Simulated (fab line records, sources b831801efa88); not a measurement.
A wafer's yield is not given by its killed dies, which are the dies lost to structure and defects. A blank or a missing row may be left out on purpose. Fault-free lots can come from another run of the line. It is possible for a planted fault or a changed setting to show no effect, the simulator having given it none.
fab line records    flow sky130
record: lots: 11  wafers: 33  lastDay: 50
route steps=708 shown POLY_GATE@229 LDD_P@266 LDD_HVN@275 LDD_HVP@287 PAD_OPEN@708
lots that met no fault: taken from a fault-free run of the same line
startH: hours from the record's opening day to when the first of the lot's shown wafers began    waitH: hours elapsed since this lot's preceding step    " unchanged from the row above    L1.1+2: a single row standing in for several wafers    - no value present, or no start provided    * or withheld: withheld    < > ~ a bound
route shown NAME@n: NAME is a module with steps in the file, n the number in the route of the first one    usual: mean and standard deviation over wafers with no fault    same: alike in all rows    chamber/n: place in a boat    sites: each site's reading    _std_site: the standard deviation of these    _edge_site: the outer-site mean with the inner-site mean subtracted    radiusMm: for every site, how far away it sits from the centre of the wafer    mask NAME#n: copy n    behind: the most recent tool/chamber to have shaped the wafer    hold: reason for holding the lot/hours on hold/outcome of the hold    device: the n, p or np transistor that did not switch    end of line: tests run on the same wafers once the route is complete    a step without rows: its recipe alone    killed: dies that structure and defects cost at the first sort, which is not the same as the wafer's yield    map: shows each die of a wafer: x if killed, . if not, _ if none is there
set.NAME: the setting the step ran with; set.NAME@STEP: the setting that earlier step ran with    model.NAME: the simulator's own value behind a step, which no gauge read
route steps across a sampled set of lots; one table per step, one row per wafer
services: from which hour (startH, from the record's first day; less than 0 if before it) a tool's chamber was out of use, for how many hours, and why
== steps ==
step: SKY_POLY_GATE_ETCH_15
recipe: chemistry: N2/H2  target: BARC  ionEnergyEv: 200  sourceW: 500  biasW: 100  pressureMtorr: 30  n2FlowSccm: 100  h2FlowSccm: 200  stopOn: SiO2  timeS: 118.5  targetDepthA: 1100
usual: biasW: 99.99/0.28  drypumpMotorCurrentA: 5.6/0.42  oesProductAu: 0.717/0.0041  throttleValvePct: 13.213/0.0087
lot.wafer  tool        chamber  startH  waitH  biasW   drypumpMotorCurrentA  oesProductAu  rfHoursCounterH  throttleValvePct
L518.1     rieDiel-01  1        359.18  0.0    100.18  5.5                   0.721         3                13.214
L518.4     "           3        "       "      100.31  5.5                   0.716         57               13.216
L518.6     "           0        "       "      99.67   5.0                   0.722         -                13.204
L522.4     rieDiel-04  1        402.53  0.1    99.91   6.2                   0.720         -                13.208
L522.5     "           2        "       "      99.58   5.2                   0.721         -                13.219
L522.6     "           3        "       "      100.22  5.1                   0.720         -                13.220
L526.1     rieDiel-02  0        439.93  0.0    100.19  5.7                   0.715         28               13.206
L526.4     "           2        "       "      99.86   6.2                   0.722         39               13.227
L526.5     "           2        "       "      100.05  6.2                   0.718         -                13.218
L527.1     rieDiel-02  0        468.98  0.0    99.96   5.7                   0.723         28               13.205
L527.2     "           2        "       "      99.98   6.2                   0.716         40               13.213
L527.4     "           3        "       "      99.47   5.4                   0.713         29               13.223
L528.1     rieDiel-01  2        476.44  0.0    99.50   5.8                   0.714         2                13.222
L528.2     "           3        "       "      99.83   5.5                   0.720         59               13.204
L528.4     "           0        "       "      100.44  5.0                   0.721         5                13.222
L534.1     rieDiel-02  1        512.03  0.0    99.73   5.8                   0.714         71               13.203
L534.4     "           3        "       "      100.40  5.4                   0.709         30               13.197
L534.6     "           0        "       "      100.58  5.7                   0.717         -                13.210
L535.3     rieDiel-04  3        529.98  0.0    100.09  5.1                   0.721         11               13.207
L535.5     "           3        "       "      100.51  5.1                   0.713         -                13.216
L535.6     "           0        "       "      100.27  5.1                   0.716         -                13.217
L536.1     rieDiel-04  3        539.08  0.0    100.38  5.1                   0.722         11               13.210
L536.3     "           0        "       "      100.25  5.1                   0.722         64               13.224
L536.6     "           1        "       "      99.88   6.2                   0.718         -                13.224
L537.1     rieDiel-02  0        539.74  0.0    100.20  5.8                   0.720         30               13.199
L537.4     "           2        "       "      100.06  6.2                   0.707         42               13.226
L537.5     "           2        "       "      100.28  6.3                   0.720         -                13.223
L539.2     rieDiel-01  3        556.30  0.0    100.48  5.5                   0.712         61               13.197
L539.3     "           1        "       "      99.82   5.5                   0.715         6                13.214
L539.4     "           2        "       "      99.84   5.8                   0.717         4                13.217
L540.1     rieDiel-02  2        565.19  0.0    100.11  6.3                   0.711         42               13.208
L540.5     "           2        "       "      99.81   6.3                   0.718         -                13.216
L540.6     "           3        "       "      100.46  5.4                   0.717         -                13.214
step: SKY_LDD_P_TW_MEAS_11
usual: LDD_P_TW: 628/4.6
lot.wafer  tool          chamber  startH  waitH  LDD_P_TW
L518.1     filmMetro-01  -        420.53  0.1    623
L518.4     "             -        "       "      624
L518.6     "             -        "       "      624
L522.4     filmMetro-04  -        466.51  0.1    621
L522.5     "             -        "       "      625
L522.6     "             -        "       "      621
L526.1     filmMetro-01  -        506.88  0.1    632
L526.4     "             -        "       "      627
L526.5     "             -        "       "      630
L527.1     filmMetro-01  -        535.08  0.1    626
L527.2     "             -        "       "      628
L527.4     "             -        "       "      622
L528.1     filmMetro-01  -        541.35  0.1    627
L528.2     "             -        "       "      624
L528.4     "             -        "       "      626
L534.1     filmMetro-01  -        574.54  0.1    631
L534.4     "             -        "       "      627
L534.6     "             -        "       "      629
L535.3     filmMetro-02  -        589.41  0.1    636
L535.5     "             -        "       "      637
L535.6     "             -        "       "      636
L536.1     filmMetro-01  -        598.23  0.1    626
L536.3     "             -        "       "      626
L536.6     "             -        "       "      623
L537.1     filmMetro-02  -        599.03  0.1    634
L537.4     "             -        "       "      637
L537.5     "             -        "       "      638
L539.2     filmMetro-01  -        614.04  0.1    629
L539.3     "             -        "       "      626
L539.4     "             -        "       "      630
L540.1     filmMetro-01  -        623.33  0.1    628
L540.5     "             -        "       "      630
L540.6     "             -        "       "      630
step: SKY_LDD_HVN_IMPLANT_08
recipe: species: P  energyKev: 60  doseCm2: 3e+13  tiltDeg: 40
usual: beamOnS: 9.98/0.19  doseIonsCm2: 2.999e+13/3.4e+10  tiltDeg: 40.000/0.02
lot.wafer  tool          chamber  startH  waitH  beamOnS  doseIonsCm2  tiltDeg
L518.1     implanter-02  0        450.67  0.0    10.16    2.995e+13    39.972
L518.4     "             0        "       "      9.93     2.998e+13    39.979
L518.6     "             0        "       "      10.13    2.991e+13    39.980
L522.4     implanter-01  0        497.93  0.1    9.97     2.995e+13    39.996
L522.5     "             0        "       "      9.69     2.995e+13    40.023
L522.6     "             0        "       "      9.89     2.996e+13    40.001
L526.1     implanter-01  0        537.36  0.0    10.11    3.002e+13    0.010
L526.4     "             0        "       "      9.90     2.996e+13    0.018
L526.5     "             0        "       "      10.09    2.997e+13    0.017
L527.1     implanter-01  0        563.61  0.0    9.84     2.998e+13    0.016
L527.2     "             0        "       "      9.66     3.001e+13    -0.010
L527.4     "             0        "       "      9.89     2.996e+13    0.002
L528.1     implanter-04  0        569.11  0.0    9.94     3.004e+13    39.969
L528.2     "             0        "       "      9.91     3.004e+13    39.984
L528.4     "             0        "       "      9.95     2.999e+13    40.004
L534.1     implanter-02  0        603.01  0.0    9.98     3e+13        39.985
L534.4     "             0        "       "      10.11    2.998e+13    40.007
L534.6     "             0        "       "      10.06    2.999e+13    40.016
L535.3     implanter-01  0        617.06  0.1    9.74     3e+13        40.033
L535.5     "             0        "       "      10.19    2.994e+13    40.018
L535.6     "             0        "       "      10.20    2.995e+13    40.017
L536.1     implanter-01  0        625.61  0.0    10.21    3.002e+13    39.964
L536.3     "             0        "       "      10.04    3e+13        40.008
L536.6     "             0        "       "      10.03    3.003e+13    40.011
L537.1     implanter-01  0        626.36  0.0    9.73     3.003e+13    40.010
L537.4     "             0        "       "      9.95     3.004e+13    40.003
L537.5     "             0        "       "      10.44    3.004e+13    39.988
L539.2     implanter-02  0        640.78  0.0    9.58     2.997e+13    39.970
L539.3     "             0        "       "      9.88     3e+13        39.986
L539.4     "             0        "       "      9.98     2.999e+13    39.983
L540.1     implanter-02  0        650.41  0.0    9.78     2.998e+13    40.025
L540.5     "             0        "       "      10.20    2.999e+13    40.014
L540.6     "             0        "       "      10.18    2.999e+13    39.978
step: SKY_LDD_HVN_TW_MEAS_10
usual: LDD_HVN_TW: 1417/6.4
lot.wafer  tool          chamber  startH  waitH  LDD_HVN_TW
L518.1     filmMetro-04  -        450.92  0.1    1413
L518.4     "             -        "       "      1412
L518.6     "             -        "       "      1413
L522.4     filmMetro-04  -        498.14  0.1    1402
L522.5     "             -        "       "      1412
L522.6     "             -        "       "      1418
L526.1     filmMetro-04  -        537.61  0.1    1261
L526.4     "             -        "       "      1270
L526.5     "             -        "       "      1265
L527.1     filmMetro-01  -        563.86  0.1    1269
L527.2     "             -        "       "      1272
L527.4     "             -        "       "      1274
L528.1     filmMetro-03  -        569.36  0.1    1412
L528.2     "             -        "       "      1406
L528.4     "             -        "       "      1415
L534.1     filmMetro-01  -        603.26  0.1    1420
L534.4     "             -        "       "      1420
L534.6     "             -        "       "      1415
L535.3     filmMetro-01  -        617.28  0.1    1414
L535.5     "             -        "       "      1424
L535.6     "             -        "       "      1417
L536.1     filmMetro-03  -        625.86  0.1    1418
L536.3     "             -        "       "      1424
L536.6     "             -        "       "      1422
L537.1     filmMetro-04  -        626.61  0.1    1423
L537.4     "             -        "       "      1410
L537.5     "             -        "       "      1415
L539.2     filmMetro-04  -        641.02  0.1    1409
L539.3     "             -        "       "      1416
L539.4     "             -        "       "      1411
L540.1     filmMetro-01  -        650.66  0.1    1418
L540.5     "             -        "       "      1408
L540.6     "             -        "       "      1413
step: SKY_LDD_HVP_STRIP_09
recipe: chemistry: O2/N2  powerW: 1400  pressureMtorr: 1500  platenTempC: withheld  o2FlowSccm: 3000  n2FlowSccm: 300  overashFraction: 0.5
usual: drypumpMotorCurrentA: 5.9/0.56  oesProductAu: 0.408/0.0047  stripTimeToEndpointS: 4.143/0.013
lot.wafer  tool            chamber  startH  waitH  drypumpMotorCurrentA  oesProductAu  rfHoursCounterH  stripTimeToEndpointS
L518.1     plasmaAsher-04  1        482.91  0.1    5.3                   0.413         68               4.134
L518.4     "               1        "       "      5.3                   0.411         -                4.134
L518.6     "               0        "       "      6.8                   0.400         -                4.143
L522.4     plasmaAsher-04  0        529.39  0.1    6.8                   0.401         -                4.158
L522.5     "               0        "       "      6.8                   0.413         -                4.142
L522.6     "               1        "       "      5.3                   0.410         -                4.140
L526.1     plasmaAsher-02  1        565.41  0.1    5.9                   0.410         42               4.130
L526.4     "               0        "       "      6.3                   0.406         -                4.127
L526.5     "               1        "       "      5.8                   0.410         -                4.128
L527.1     plasmaAsher-03  1        592.16  0.1    5.3                   0.410         88               4.129
L527.2     "               0        "       "      5.8                   0.407         88               4.138
L527.4     "               0        "       "      5.8                   0.410         -                4.113
L528.1     plasmaAsher-02  1        597.11  0.1    5.8                   0.412         45               4.122
L528.2     "               0        "       "      6.3                   0.416         45               4.131
L528.4     "               0        "       "      6.3                   0.409         -                4.144
L534.1     plasmaAsher-03  0        630.76  0.1    5.8                   0.416         92               4.128
L534.4     "               1        "       "      5.3                   0.411         -                4.159
L534.6     "               1        "       "      5.3                   0.416         -                4.144
L535.3     plasmaAsher-03  0        643.69  0.1    5.8                   0.408         -                4.137
L535.5     "               1        "       "      5.3                   0.411         -                4.135
L535.6     "               0        "       "      5.8                   0.410         -                4.156
L536.1     plasmaAsher-03  1        652.41  0.1    5.3                   0.402         94               4.136
L536.3     "               0        "       "      5.8                   0.405         -                4.143
L536.6     "               0        "       "      5.9                   0.411         -                4.136
L537.1     plasmaAsher-03  0        653.96  0.1    5.8                   0.414         94               4.163
L537.4     "               1        "       "      5.3                   0.410         -                4.169
L537.5     "               1        "       "      5.3                   0.411         -                4.165
L539.2     plasmaAsher-03  1        668.56  0.1    5.3                   0.419         96               4.144
L539.3     "               1        "       "      5.3                   0.409         -                4.159
L539.4     "               0        "       "      5.8                   0.407         -                4.143
L540.1     plasmaAsher-04  1        678.01  0.1    5.3                   0.410         88               4.154
L540.5     "               0        "       "      6.8                   0.407         -                4.142
L540.6     "               1        "       "      5.3                   0.413         -                4.141
step: SKY_PAD_OPEN_PROBE_99
usual: killed_at_M0_to_M3: 43/6.6  killed_at_M4_up: 3.2/1.9  killedAtContacts: 25/5.3  killedAtFrontEnd: 16/4.5  killedAtOther: 0.3/0.63  killedDies: 87/8.9  killedOnRim: 17/3.7  killedOpen: 48/7.9  killedShort: 39/5.3
same: grossDies: 492  killedAtBackSide: 0
lot.wafer  tool       chamber  startH   waitH  killed_at_M0_to_M3  killed_at_M4_up  killedAtContacts  killedAtFrontEnd  killedAtOther  killedDies  killedOnRim  killedOpen  killedShort
L526.1     prober-01  -        1119.24  0.1    40                  5                22                16                1              84          16           47          37
L526.4     prober-01  -        1119.39  0.2    42                  5                21                15                1              84          8            47          37
L526.5     prober-01  -        1119.44  0.2    42                  3                17                16                0              78          19           46          32
L527.1     prober-02  -        1139.50  0.1    39                  3                22                17                0              81          15           35          46
L527.2     prober-02  -        1139.55  0.1    44                  3                18                12                0              77          16           43          34
L527.4     prober-02  -        1139.65  0.2    48                  3                22                17                0              90          18           55          35
L528.1     prober-01  -        1143.00  0.1    44                  0                21                13                0              78          15           38          40
L528.2     prober-01  -        1143.05  0.1    42                  1                17                11                1              72          18           42          30
L528.4     prober-01  -        1143.15  0.2    39                  3                33                9                 0              84          19           52          32
L534.1     prober-01  -        1172.00  0.1    59                  5                27                17                0              108         20           58          50
L534.4     prober-01  -        1172.15  0.2    42                  2                28                17                1              90          17           53          37
L534.6     prober-01  -        1172.25  0.2    44                  6                24                10                0              84          15           50          34
L535.3     prober-02  -        1175.18  0.2    51                  6                30                15                0              102         24           62          40
L535.5     prober-02  -        1175.28  0.2    46                  4                24                18                0              92          20           49          43
L535.6     prober-02  -        1175.33  0.2    36                  3                23                12                0              74          13           36          38
L536.1     prober-01  -        1178.29  0.1    49                  2                28                9                 0              88          18           50          38
L536.3     prober-01  -        1178.39  0.2    41                  3                23                14                0              81          19           45          35
L536.6     prober-01  -        1178.54  0.2    48                  6                24                17                0              95          22           46          48
killed by level:class
L526.1 VIA1:geometricParticle:open=9 CONTACT:geometricParticle:open=8 VIA3:geometricParticle:open=7 LI_CONTACT:geometricParticle:open=6 METAL1:geometricParticle:short=5 VIA2:geometricParticle:open=5 FIELD_ISO:geometricParticle:short=4 FIELD_ISO:geometricParticle:open=3
L526.4 VIA1:geometricParticle:open=8 CONTACT:geometricParticle:open=8 VIA3:geometricParticle:open=7 VIA2:geometricParticle:open=6 LI_CONTACT:geometricParticle:open=5 LOCAL_INTERCONNECT:geometricParticle:short=4 METAL1:geometricParticle:short=4 VIA3:geometricParticle:short=4
L526.5 VIA2:geometricParticle:open=11 CONTACT:geometricParticle:open=10 METAL1:geometricParticle:short=7 VIA1:geometricParticle:open=6 POLY_GATE:geometricParticle:short=5 POLY_GATE:geometricParticle:open=4 VIA1:geometricParticle:short=4 VIA3:geometricParticle:open=4
L527.1 VIA1:geometricParticle:open=8 FIELD_ISO:geometricParticle:short=6 VIA1:geometricParticle:short=6 LOCAL_INTERCONNECT:geometricParticle:short=5 CONTACT:geometricParticle:short=5 METAL1:geometricParticle:short=5 VIA3:geometricParticle:open=5 LI_CONTACT:geometricParticle:open=4
L527.2 VIA3:geometricParticle:open=12 CONTACT:geometricParticle:open=7 METAL1:geometricParticle:short=7 VIA2:geometricParticle:open=6 VIA1:geometricParticle:short=6 VIA1:geometricParticle:open=5 FIELD_ISO:geometricParticle:open=4 LI_CONTACT:geometricParticle:open=4
L527.4 VIA3:geometricParticle:open=14 VIA1:geometricParticle:open=10 LI_CONTACT:geometricParticle:open=8 METAL1:geometricParticle:short=7 VIA1:geometricParticle:short=7 POLY_GATE:geometricParticle:open=6 CONTACT:geometricParticle:open=6 CONTACT:geometricParticle:short=4
L528.1 VIA1:geometricParticle:open=12 VIA3:geometricParticle:short=7 CONTACT:geometricParticle:open=6 METAL3:geometricParticle:short=6 VIA2:geometricParticle:open=6 LI_CONTACT:geometricParticle:short=5 FIELD_ISO:geometricParticle:short=4 LOCAL_INTERCONNECT:geometricParticle:short=4
L528.2 VIA1:geometricParticle:open=10 CONTACT:geometricParticle:open=8 VIA3:geometricParticle:open=6 METAL1:geometricParticle:short=5 VIA1:geometricParticle:short=5 POLY_GATE:geometricParticle:open=4 METAL2:geometricParticle:short=4 VIA2:geometricParticle:open=4
L528.4 CONTACT:geometricParticle:open=11 VIA2:geometricParticle:open=10 LI_CONTACT:geometricParticle:open=9 CONTACT:geometricParticle:short=6 VIA1:geometricParticle:open=6 VIA3:geometricParticle:open=5 VIA1:geometricParticle:short=5 POLY_GATE:geometricParticle:open=4
L534.1 VIA1:geometricParticle:open=11 VIA1:geometricParticle:short=9 VIA3:geometricParticle:open=9 LI_CONTACT:geometricParticle:open=8 VIA2:geometricParticle:open=8 CONTACT:geometricParticle:open=7 METAL1:geometricParticle:short=6 POLY_GATE:geometricParticle:open=5
L534.4 VIA1:geometricParticle:open=11 CONTACT:geometricParticle:open=8 VIA2:geometricParticle:open=7 VIA2:geometricParticle:short=6 LI_CONTACT:geometricParticle:open=6 POLY_GATE:geometricParticle:open=5 CONTACT:geometricParticle:short=5 VIA1:geometricParticle:short=5
L534.6 VIA1:geometricParticle:open=15 CONTACT:geometricParticle:open=10 VIA3:geometricParticle:open=9 METAL4:geometricParticle:short=5 LI_CONTACT:geometricParticle:open=5 VIA3:geometricParticle:short=5 LI_CONTACT:geometricParticle:short=4 CONTACT:geometricParticle:short=4
L535.3 VIA1:geometricParticle:open=17 CONTACT:geometricParticle:open=12 LI_CONTACT:geometricParticle:open=8 METAL1:geometricParticle:short=8 VIA3:geometricParticle:open=5 METAL2:geometricParticle:short=5 METAL2:geometricParticle:open=4 LOCAL_INTERCONNECT:geometricParticle:short=4
L535.5 VIA2:geometricParticle:open=11 CONTACT:geometricParticle:short=7 LOCAL_INTERCONNECT:geometricParticle:short=6 CONTACT:geometricParticle:open=6 VIA1:geometricParticle:open=6 VIA3:geometricParticle:open=6 VIA1:geometricParticle:short=5 METAL1:geometricParticle:short=5
L535.6 CONTACT:geometricParticle:open=7 VIA1:geometricParticle:open=7 VIA2:geometricParticle:open=7 LOCAL_INTERCONNECT:geometricParticle:short=6 LI_CONTACT:geometricParticle:open=5 VIA1:geometricParticle:short=5 VIA2:geometricParticle:short=4 METAL2:geometricParticle:short=4
L536.1 VIA3:geometricParticle:open=11 CONTACT:geometricParticle:open=9 VIA1:geometricParticle:short=8 VIA1:geometricParticle:open=8 VIA2:geometricParticle:open=7 CONTACT:geometricParticle:short=6 LI_CONTACT:geometricParticle:open=5 FIELD_ISO:geometricParticle:open=4
L536.3 CONTACT:geometricParticle:open=10 VIA1:geometricParticle:open=9 VIA2:geometricParticle:open=8 VIA3:geometricParticle:open=7 FIELD_ISO:geometricParticle:short=4 POLY_GATE:geometricParticle:short=4 LI_CONTACT:geometricParticle:open=4 CONTACT:geometricParticle:short=4
L536.6 VIA1:geometricParticle:open=12 CONTACT:geometricParticle:open=10 VIA3:geometricParticle:open=9 FIELD_ISO:geometricParticle:short=7 METAL4:geometricParticle:short=6 CONTACT:geometricParticle:short=5 LI_CONTACT:geometricParticle:open=5 METAL1:geometricParticle:short=5
== services ==
tool            chamber  startH  hours  kind
rieDiel-02      1        362.59  8.5    repair
plasmaAsher-03  -        366.31  15.6   pm
implanter-01    -        385.71  2.5    repair
implanter-01    -        399.68  3.1    pm
rieDiel-02      3        427.07  5.1    repair
implanter-01    -        442.33  9.2    repair
implanter-02    -        445.32  4.7    repair
plasmaAsher-03  -        452.97  1.3    repair
rieDiel-02      0        479.63  3.1    repair
rieDiel-02      3        493.45  3.9    repair
implanter-01    -        501.31  1.6    repair
implanter-02    -        516.48  2.9    pm
implanter-02    -        537.17  5.1    repair
plasmaAsher-03  -        554.76  0.6    repair
rieDiel-02      -        556.21  0.4    repair
implanter-02    -        569.33  18.6   pm
implanter-01    -        590.90  3.7    repair
implanter-02    -        603.86  3.7    repair
implanter-02    -        621.00  12.5   pm
plasmaAsher-03  -        627.84  2.8    pm
plasmaAsher-03  -        634.46  2.0    repair
rieDiel-02      -        635.15  2.8    repair
implanter-01    -        646.65  4.6    repair
plasmaAsher-03  -        669.35  0.5    repair
== key ==
firstSign: step: SKY_LDD_HVN_IMPLANT_08  reading: tiltDeg  direction: down  sigmas: 99+  usual: *  struck: *
effect: step: SKY_LDD_HVN_TW_MEAS_10  reading: LDD_HVN_TW  direction: down  sigmas: 23  usual: 1417  struck: 1269
metAt SKY_LDD_HVN_IMPLANT_08
struckLots L526,L527
testerLeftOut L526,L527
notActingAt SKY_POLY_GATE_ETCH_15,SKY_LDD_P_TW_MEAS_11,SKY_LDD_HVP_STRIP_09
onsetBetween 497.93 537.36
fault: kind: processParameterDrift  tool: implanter-01  chamber: -  onsetH: 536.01  steps: SKY_LDD_HVN_IMPLANT_08  channel: tiltDeg  offset: *  shape: step  endH: 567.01  actsIn: *  stated: *
testerLeftOut: of these lots the tester's yield and bins aren't shown, on N5 and GAA mostly nor the transistor test; their killed dies are dies lost to structure and defects alone, not to doping, threshold or leakage, so they don't give the yield
